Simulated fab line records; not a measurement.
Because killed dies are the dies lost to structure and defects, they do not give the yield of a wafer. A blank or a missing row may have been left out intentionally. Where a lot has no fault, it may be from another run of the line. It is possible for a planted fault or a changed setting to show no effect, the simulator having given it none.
A struck lot beside a sound one || flow sky130 || 14 out of 708 route steps
Sound: these wafers, L680.1, L680.4, L680.5. The struck wafers were L700.1, L700.2, L700.6. The cause is given at the end.
Order at every step that has rows: each side's tool, ch and its chambers, its first start. Under that, the readings that differ: sound wafers || struck wafers || difference of the means || sigmas: that difference in standard deviations of wafers without a fault.
alike: readings whose means differ by less than 2 such deviations, and words and numbers that are the same on both sides. not compared: withheld readings, readings that some wafer has no value for, bounds like >300 that may hide the same value, and numbers for which the record gives no deviation and whose values overlap.
The two part at a step that has a row with sigmas, a row that says differs or no value, or rows on one side only. When numbers do not overlap yet have no deviation, they are printed without sigmas and do not part them. A reading missing from all wafers of one side parts the sides only when that side holds two or more wafers.

first, 1 step without rows for these wafers: SKY_VT_ADJUST_HVTR_DEVELOP_06 (develop time 60 s).
SKY_VT_ADJUST_HVTR_CD_MEAS_07: the cd target is 380 nm.
  sound: cd_sem-02 at day 9 18:05; struck: cd_sem-02 at day 15 23:30
{"reading": "cd_nm (nm)", "sound": "374.7 377.0 376.8", "struck": "384.0 385.1 381.3", "difference": "+7.3", "sigmas": "+3"}
SKY_VT_ADJUST_HVTR_OVL_MEAS_08:
  sound: overlay-01 at day 9 18:13; struck: overlay-02 at day 15 23:37
  alike: VT_ADJUST_HVTR_OVL
following that, these wafers have no rows for 1 step: SKY_VT_ADJUST_HVTR_IMPLANT_09.
SKY_VT_ADJUST_HVTR_STRIP_10: strips in O2/N2.
  sound on plasma_asher-01 ch 0,1, day 9 18:24; struck on plasma_asher-02 ch 0,1, day 15 23:49
{"reading": "strip_time_to_endpoint_s (s)", "sound": "14.21 14.23 14.22", "struck": "14.14 14.13 14.14", "difference": -0.08, "sigmas": -2}
  alike: drypump_motor_current_A, oes_product_au
  not compared: rf_hours_counter_h
SKY_VT_ADJUST_HVTR_TW_MEAS_11:
  sound: film_metro-03 at day 9 18:30; struck: film_metro-01 at day 15 23:55
  alike: VT_ADJUST_HVTR_TW
then, 6 steps without rows for these wafers: SKY_VT_ADJUST_PCH_DEHYDRATE_00 (time 60 s); SKY_VT_ADJUST_PCH_HMDS_01 (prime time 60 s); SKY_VT_ADJUST_PCH_COAT_02 (resist thk 3000 nm); SKY_VT_ADJUST_PCH_SOFTBAKE_03; SKY_VT_ADJUST_PCH_EXPOSE_04 (exposes mask NWM, target cd 840 nm); SKY_VT_ADJUST_PCH_PEB_05.
SKY_VT_ADJUST_PCH_DEVELOP_06: develop time 60 s.
  struck on litho_track-03, day 17 03:00; sound on litho_track-02 ch 0, day 10 16:00
  no value came back on the struck wafers for chill_plate_temp_C (C), develop_time_s (s), exhaust_pa (Pa), resist_line_temp_C (C); on the sound wafers chill_plate_temp_C (C) reads 23.01 23.14 23.22
SKY_VT_ADJUST_PCH_OVL_MEAS_07:
  sound: overlay-01 at day 10 16:51; struck: overlay-02 at day 17 03:25
{"reading": "VT_ADJUST_PCH_OVL (nm)", "sound": "0.2 0.6 -3.4", "struck": "- - -", "difference": "no value on the struck wafers", "sigmas": ""}

== WHERE THEY PART ==
Earliest at SKY_VT_ADJUST_HVTR_CD_MEAS_07; latest, in this record, at SKY_VT_ADJUST_PCH_OVL_MEAS_07.

WHY: whatever the simulator had introduced
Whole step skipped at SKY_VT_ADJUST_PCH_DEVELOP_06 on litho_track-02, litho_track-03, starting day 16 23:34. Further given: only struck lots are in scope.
